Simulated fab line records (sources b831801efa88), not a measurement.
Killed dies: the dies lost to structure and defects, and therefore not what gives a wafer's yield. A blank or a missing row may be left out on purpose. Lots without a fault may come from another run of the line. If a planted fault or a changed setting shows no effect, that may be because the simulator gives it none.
A struck lot beside a sound one ; flow sfqLine ; 13 steps out of a route of 325
Sound: wafers L900.2, L900.4, L900.6. Struck: wafers L892.4, L892.5 (left out: L892.1, a lot-mate that was not struck); the cause follows at the end.
Per side, at each step with rows, come the tool, then ch with its chambers, and then its first start. Under that, the readings that differ: sound wafers ; struck wafers ; difference of the means ; sigmas: that difference in standard deviations of wafers without a fault.
alike: readings with means less than 2 such deviations apart, plus words and numbers identical on both sides. not compared: withheld readings, readings lacking a value on some wafer, bounds such as >300 that could conceal the same value, and numbers that have no deviation in the record and whose values overlap.
The two part at a step that has a row with sigmas, a row that says differs or no value, or rows on one side only. Numbers that have no deviation but don't overlap get no sigmas and don't part them. A reading missing from all wafers of one side parts the sides only when that side holds two or more wafers.

first, 2 steps without rows for these wafers: SFQ_TRILAYER_I2_VIA_STRIP_SOLV_CLEAN_072 (cleans in NMP, time 600 s); SFQ_TRILAYER_M3_DEP_PRE_CLEAN_074 (time 22.5 s).
SFQ_TRILAYER_M3_DEP_SPUTTER_073: material Nb, target thk 200 nm, time 133.3 s.
  sound: pvdSputter-05 at day 42 02:08; struck: pvdSputter-03 at day 38 05:33
  alike: throttleValvePct
SFQ_M3_RS_MEAS_919: measures by four-point-probe.
  sound: filmMetro-01 at day 42 02:14; struck: filmMetro-01 at day 38 05:38
  alike: M3_NB_RS
then, 6 steps without rows for these wafers: SFQ_TRILAYER_M3_LITHO_COAT_080 (resist thk 62 nm); SFQ_TRILAYER_M3_LITHO_COAT_075 (resist thk 600 nm); SFQ_TRILAYER_M3_LITHO_SOFTBAKE_079; SFQ_TRILAYER_M3_LITHO_EXPOSE_076 (exposes mask M3, target cd 500 nm); SFQ_TRILAYER_M3_LITHO_PEB_078 (peb time 60 s); SFQ_TRILAYER_M3_LITHO_DEVELOP_077 (time 60 s).
-- the record jumps here: 5 days lie between the struck wafers' starts before and after --
SFQ_M3_OVL_MEAS_921:
  sound: overlay-01 at day 46 18:04; struck: overlay-01 at day 43 01:08
  alike: M3_OVL
SFQ_TRILAYER_M3_BARC_OPEN_METAL_ETCH_100: etches BARC in O2, target depth 125 nm, time 41.7 s.
  sound on rieMetal-01 ch 1, day 46 18:05; struck on rieMetal-01 ch 0, day 43 01:10
reading;sound;struck;difference;sigmas
oesProductAu (a.u.);0.683 0.684 0.685;0.727 0.720;+0.039;+9
runLengthS (s);69.7 69.0 69.1;67.1 67.5;-2.0;-4
model.KrF_of_TRILAYER_M3_LITHO_COAT_075.thkNm (nm);524.8 526 525.7;526.9 528.5;+2.2;
  alike: drypumpMotorCurrentA
  not compared: rfHoursCounterH
SFQ_TRILAYER_M3_ETCH_METAL_ETCH_078: etches Nb in Cl2/Ar, stops on SiO2, target depth 240 nm, time 120 s.
  sound on rieMetal-01 ch 1, day 46 18:09; struck on rieMetal-01 ch 0, day 43 01:14
  alike: drypumpMotorCurrentA, oesProductAu, runLengthS
  not compared: rfHoursCounterH

WHERE THEY PART
At SFQ_TRILAYER_M3_BARC_OPEN_METAL_ETCH_100 and nowhere else, as far as this record goes. Later steps at which nothing parts them and some readings are alike: SFQ_TRILAYER_M3_ETCH_METAL_ETCH_078.

WHY: what had been put in by the simulator
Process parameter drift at SFQ_TRILAYER_M3_BARC_OPEN_METAL_ETCH_100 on rieMetal-01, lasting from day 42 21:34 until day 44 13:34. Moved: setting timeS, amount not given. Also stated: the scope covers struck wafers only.
